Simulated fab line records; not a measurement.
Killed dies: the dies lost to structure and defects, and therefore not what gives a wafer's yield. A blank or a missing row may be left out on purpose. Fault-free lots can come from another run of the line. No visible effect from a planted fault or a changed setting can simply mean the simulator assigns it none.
Problem report in the 8D (eight disciplines) form, filled by code :: flow sky130 :: the parts of the form that need people (team, actions taken, sign-off) are left out

== 1. WHAT WENT WRONG ==
Across 6 wafers from 2 lots, LI_CONTACT_W_RS at SKY_LI_CONTACT_RS_MEAS_22 averages 0.318 ohm/sq, while fault-free wafers read 0.285 ohm/sq with a standard deviation of 0.0047. Measured from the usual mean, that is +6.9 standard deviations.
The step: measures by four-point-probe.
Seen first at day 33 10:37 on filmMetro-04, wafer L644.1. Wafers with a number at this step in the record: 36, from 12 lots. Rule for "out", or "out of limits": more than 4 standard deviations from the usual mean. Any other wafer with a number is counted as sound.

== 2. WHAT THIS IS AND IS NOT ==
question: which readings at this step
is: LI_CONTACT_W_RS
is not: -

question: which lots
is: L644, L645
is not: L633, L634, L636, L637, L638, L639, L640, L643, L653, L655

question: which wafers of those lots
is: all that have a number
is not: -

question: read on which gauges
is: filmMetro-01, filmMetro-04
is not: filmMetro-03

question: when
is: from day 33 10:37
is not: up to then (24 sound wafers); but 6 sound wafers of L653, L655 came after

== 3. WHAT RULES OUT EACH SUSPECT ==
Counting: a tool at a process step up to the reading stays a suspect if it ran every lot that is out and no sound lot after the first of them.
- the gauge at SKY_LI_CONTACT_RS_MEAS_22: ruled out. The wafers that are out were read on 2 gauges (filmMetro-01, filmMetro-04).
- pvdSputter-02 at SKY_LI_CONTACT_SPUTTER_20 (material TiN, target thk 20 nm, time 80 s): ruled out as a lasting fault. After its first lot that is out, L644 (day 33 10:25), sound lots L653, L655 ran on it.
- cvdW-01 at SKY_LI_CONTACT_CVD_21 (deposits W, target thk 400 nm, time 120.56 s): kept. It processed each lot that is out, first L644 at day 33 10:29, and no sound lot thereafter; up to then, the last sound lot it processed was L639 at day 31 20:44. Its own chamberPressureTorr readings are out on those wafers.
After counting, what remains is cvdW-01 at SKY_LI_CONTACT_CVD_21.

== 4. THE CAUSE (what the simulator had put in) ==
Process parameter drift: cvdW-01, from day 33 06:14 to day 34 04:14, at SKY_LI_CONTACT_CVD_21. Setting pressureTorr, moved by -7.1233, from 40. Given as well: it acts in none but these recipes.
After counting, this tool was the only one left.

== 5. SEQUENCE OF EFFECTS, ordered by route ==
One row per reading whose mean, taken over the struck wafers that have a number, lies over 3 standard deviations from the usual. Only readings for which the record gives a usual standard deviation are gone through. hours: the time from each lot's start at the first step in this table that gives one to its start at this step, as a median over the lots. sigmas: the change in usual standard deviations.
hours: 0
step: SKY_LI_CONTACT_CVD_21
reading: chamberPressureTorr
usual: 39.98 Torr
on struck wafers: 32.83
change: -7.15
sigmas: -83

hours: 0
step: SKY_LI_CONTACT_RS_MEAS_22
reading: LI_CONTACT_W_RS
usual: 0.285 ohm/sq
on struck wafers: 0.318
change: +0.033
sigmas: +6.9

hours: 0
step: SKY_LI_CONTACT_THK_MEAS_23
reading: LI_CONTACT_W_THK
usual: 400 nm
on struck wafers: 360
change: -40
sigmas: -5.4
Process steps it contains:
- SKY_LI_CONTACT_CVD_21: deposits W, target thk 400 nm, time 120.56 s.

== 6. HOW IT WOULD HAVE BEEN CAUGHT EARLIER ==
Counted from the fault's start at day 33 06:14, it took 4 hours until the first out-of-limits reading at a measuring or inspecting step in this record, taken at day 33 10:37.
Tool's own readings at SKY_LI_CONTACT_CVD_21, chamberPressureTorr: out on all struck wafers the step has rows for; an alarm limit on them would have tripped on the first.
L645, from the lots that are out (2), started SKY_LI_CONTACT_CVD_21 on cvdW-01 later than day 33 10:37. Holding the tool at that time would have saved it.
